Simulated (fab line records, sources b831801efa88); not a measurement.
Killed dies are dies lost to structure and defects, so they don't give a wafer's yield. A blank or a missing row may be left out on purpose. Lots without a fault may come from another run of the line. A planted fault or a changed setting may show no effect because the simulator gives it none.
Chamber matching | flow gf180mcu | GF_STI_CMP_25 on cmp-02: 4 sister chambers
The step polishes, stops on Si3N4, t overpolish 33 s, target thk 524.6 nm. 14 wafers are shown with their chamber, then 7 later ones without.

WAFERS WITH THEIR CHAMBER
wafer  | chamber | motor_current_A (A) | edge_zone_pressure_frac | overpolish_run_s (s)
L196.2 | 2       | 11.2                | 0.997                   | 32.987
L196.3 | 0       | 12.3                | 1.003                   | 32.993
L196.5 | 1       | 10.3                | 1.009                   | 33.003
L198.3 | 3       | 13.3                | 1.003                   | 32.999
L198.4 | 1       | 10.5                | 0.997                   | 33.004
L198.5 | 0       | 12.8                | 1.005                   | 33.021
L209.1 | 1       | 10.2                | 0.996                   | 32.995
L209.3 | 0       | 12.0                | 1.003                   | 32.981
L209.5 | 0       | 12.4                | 0.999                   | 32.996
L210.1 | 0       | 13.1                | 1.005                   | 32.995
L210.3 | 3       | 13.2                | 1.006                   | 33.004
L210.5 | 1       | 10.3                | 1.006                   | 32.985
L212.1 | 0       | 12.7                | 0.999                   | 32.984
L212.3 | 3       | 13.8                | 0.995                   | 32.989

SIGNATURES (means of the wafers above)
reading                 | chamber 0 | chamber 1 | chamber 2 | chamber 3 | scatter within a chamber
motor_current_A         | 12.550    | 10.325    | 11.200    | 13.433    | 0.321
edge_zone_pressure_frac | 1.00233   | 1.00200   | 0.99700   | 1.00133   | 0.00477
overpolish_run_s        | 32.99500  | 32.99675  | 32.98700  | 32.99733  | 0.0116
Rule: a wafer's distance from a chamber is the root of the sum, over the readings, of the square of ((its reading less the chamber's mean) divided by the reading's scatter). The wafer belongs to the nearest chamber; if the next one is less than 2 further off, it can't be placed. The scatter: the root of (the sum of the squares of (reading less its chamber's mean) over the shown wafers, divided by (wafers less chambers)).

WAFERS WITHOUT THEIR CHAMBER
wafer  | motor_current_A (A) | edge_zone_pressure_frac | overpolish_run_s (s)
L212.6 | 10.3                | 1.000                   | 33.005
L213.1 | 12.0                | 1.000                   | 32.990
L213.4 | 14.0                | 0.998                   | 32.987
L213.6 | 12.7                | 0.996                   | 33.016
L215.2 | 10.6                | 1.001                   | 33.016
L215.3 | 12.0                | 0.996                   | 32.997
L215.4 | 13.5                | 1.004                   | 32.996

WHICH CHAMBER EACH WENT THROUGH
wafer  | from the rows above     | in truth
L212.6 | 1                       | 1
L213.1 | can't be placed: 0 or 2 | 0
L213.4 | 3                       | 3
L213.6 | can't be placed: 0 or 3 | 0
L215.2 | can't be placed: 1 or 2 | 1
L215.3 | can't be placed: 0 or 2 | 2
L215.4 | 3                       | 3
Placed correctly: 3 of 7. Can't be placed from these rows: 4 (the true chamber is among the candidates in 4). Placed wrongly: 0.
